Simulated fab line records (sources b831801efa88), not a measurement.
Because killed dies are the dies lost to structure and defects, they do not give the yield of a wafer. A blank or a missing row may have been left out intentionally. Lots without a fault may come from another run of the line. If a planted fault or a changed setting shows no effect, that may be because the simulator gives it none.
Lot-split experiment | flow gf180mcu | 23 wafers read from 5 lots, route of 602 steps

== ON THE SPLIT ==
At GF_HV_LDD_IMPLANT_48, the setting energy-kev was moved away from the recipe's 25 on 9 of the 23 wafers read, by -5.3% to +1.7%. The other wafers ran this setting at the recipe's value.

The split's own step is where the reading is taken.

== THE READING ==
implant.drp-nm (the simulator's own value, which no gauge read), in nm, at GF_HV_LDD_IMPLANT_48. The file gives no usual value for it.

wafer  | tool, chamber at the split | energy-kev as run | against the recipe | implant.drp-nm, nm | against lot-mates on the recipe
L074.2 | implanter-02, 0            | 25                | recipe             | 35.62              | -
L074.4 | implanter-02, 0            | 25                | recipe             | 35.62              | -
L074.6 | implanter-02, 0            | 25                | recipe             | 35.62              | -
L076.1 | implanter-01, 0            | 24.53             | -1.9%              | 34.84              | -0.78
L076.3 | implanter-01, 0            | 24.53             | -1.9%              | 34.84              | -0.78
L076.6 | implanter-01, 0            | 24.53             | -1.9%              | 34.84              | -0.78
L076.2 | implanter-01, 0            | 25                | recipe             | 35.62              | -
L076.5 | implanter-01, 0            | 25                | recipe             | 35.62              | -
L077.1 | implanter-02, 0            | 23.68             | -5.3%              | 33.43              | -2.19
L077.5 | implanter-02, 0            | 23.68             | -5.3%              | 33.43              | -2.19
L077.3 | implanter-02, 0            | 25                | recipe             | 35.62              | -
L077.4 | implanter-02, 0            | 25                | recipe             | 35.62              | -
L077.6 | implanter-02, 0            | 25                | recipe             | 35.62              | -
L081.2 | implanter-01, 0            | 25                | recipe             | 35.62              | -
L081.5 | implanter-01, 0            | 25                | recipe             | 35.62              | -
L081.6 | implanter-01, 0            | 25                | recipe             | 35.62              | -
L081.3 | implanter-01, 0            | 25.43             | +1.7%              | 36.34              | +0.72
L081.4 | implanter-01, 0            | 25.43             | +1.7%              | 36.34              | +0.72
L084.1 | implanter-02, 0            | 24.06             | -3.8%              | 34.05              | -1.57
L084.3 | implanter-02, 0            | 24.06             | -3.8%              | 34.05              | -1.57
L084.2 | implanter-02, 0            | 25                | recipe             | 35.62              | -
L084.4 | implanter-02, 0            | 25                | recipe             | 35.62              | -
L084.5 | implanter-02, 0            | 25                | recipe             | 35.62              | -

FIT RESULTS
A straight line over all 23 wafers: implant.drp-nm changes by +0.416 nm for each +1% of energy-kev; r = +1.00; the points scatter about the line by 0.003 nm.
The same after taking each lot's own level away (the mean of its wafers on the recipe; 23 wafers): +0.416 nm for each +1%; r = +1.00; scatter 0.003 nm.
On that fit, the largest move of energy-kev shifts the reading by 2.2 nm.
The lots' own levels span 35.620 to 35.620 nm.
The two slopes are in agreement: the lot-to-lot level therefore moves the slope only a little.
Check: -2.2 nm against its lot-mates is what the line predicts for one of the wafers moved furthest among these (-5.3%) when that wafer is left out of the fit. It came out at -2.19 nm against them.

== ADDITIONAL SPLITS CARRIED BY THESE WAFERS ==
Other splits were also applied to these wafers ahead of the reading. Each is held against what the fit with the lots' levels taken away leaves over:
other split on the same wafers      | wafers away from the commonest value | r with implant.drp-nm (lot level and that fit taken away)
GF_POLY_GATE_PEB_08 peb-temp-c      | 7                                    | +0.13
GF_HV_LDD_DEVELOP_06 develop-time-s | 10                                   | -0.07
GF_HV_LDD_DEVELOP_18 dev-temp-c     | 5                                    | +0.14
GF_HV_LDD_DEVELOP_30 dev-temp-c     | 11                                   | -0.09
GF_HV_LDD_IMPLANT_35 dose-cm2       | 12                                   | -0.16

== THE WHOLE CHAIN: every reading that the file lists as answering this split, in the file's order ==
step                 | what it does | reading                                                         | change (the file's fit)               | r (the file's)
GF_HV_LDD_IMPLANT_48 |              | implant.rp-nm (the simulator's own value, which no gauge read)  | +0.81 nm for each +1% of the setting  | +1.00
GF_HV_LDD_IMPLANT_48 |              | implant.drp-nm (the simulator's own value, which no gauge read) | +0.416 nm for each +1% of the setting | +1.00

== THE FILE'S OWN FIT ==
implant.drp-nm changes by +0.416 nm for each +1% of energy-kev, r = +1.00.
